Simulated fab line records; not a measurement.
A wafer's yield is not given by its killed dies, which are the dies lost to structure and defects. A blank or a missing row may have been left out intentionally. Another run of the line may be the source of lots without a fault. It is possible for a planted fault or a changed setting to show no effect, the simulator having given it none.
A single fault, viewed from 2 desks + flow sky130 + only its own numbers are on each desk; what lay behind them is given at the end

AT THE METROLOGY DESK
Means of the sampled wafers that have a number, per lot and without regard to the tool the lot ran on: this is what the gauges read. Marked OUT: a lot whose mean sits more than 4 standard deviations from the usual mean, which makes it out of limits; the brackets give that distance.
Columns: A = VIA2_BOW at SKY_VIA2_BOW_MEAS_03, usual 85 um
| lot  | first seen here | A  |
|------|-----------------|----|
| L330 | day 35 07:09    | 85 |
| L333 | day 36 02:32    | 86 |
| L334 | day 37 06:35    | 91 |
| L335 | day 37 13:20    | 78 |
| L337 | day 38 05:15    | 78 |
| L338 | day 38 10:29    | 91 |
| L341 | day 39 01:57    | 79 |
| L342 | day 39 09:51    | 77 |
| L344 | day 39 21:14    | 81 |
| L345 | day 39 22:18    | 76 |
| L352 | day 41 21:09    | 87 |
| L351 | day 41 22:09    | 81 |
| L353 | day 42 05:39    | 85 |
This desk's verdict: no lot among the 13 shows anything out of limits.

TOOL OWNER'S DESK, cmp-02
The tool's own readings at SKY_VIA2_CMP_02 (polishes SiO2): means of the sampled wafers that have a number, for each lot that ran on this tool. Marked OUT: a lot whose mean sits more than 4 standard deviations from the usual mean, which makes it out of limits; the brackets give that distance.
Columns: A = motor_current_A at SKY_VIA2_CMP_02, usual 12.4 A; B = retaining_ring_pressure_frac at SKY_VIA2_CMP_02, usual 1.000
| lot  | first seen here | A    | B     |
|------|-----------------|------|-------|
| L334 | day 37 06:19    | 12.6 | 1.000 |
| L335 | day 37 13:05    | 12.5 | 1.001 |
| L337 | day 38 04:56    | 12.8 | 0.997 |
| L341 | day 39 01:38    | 13.1 | 0.996 |
| L342 | day 39 09:31    | 13.0 | 0.999 |
| L345 | day 39 22:01    | 13.4 | 1.005 |
This desk's verdict: no lot among the 6 shows anything out of limits.

TAKEN TOGETHER
At the metrology desk, nothing out of limits was observed.
The tool owner's desk saw nothing out of limits.

WHAT WAS PUT IN BY THE SIMULATOR
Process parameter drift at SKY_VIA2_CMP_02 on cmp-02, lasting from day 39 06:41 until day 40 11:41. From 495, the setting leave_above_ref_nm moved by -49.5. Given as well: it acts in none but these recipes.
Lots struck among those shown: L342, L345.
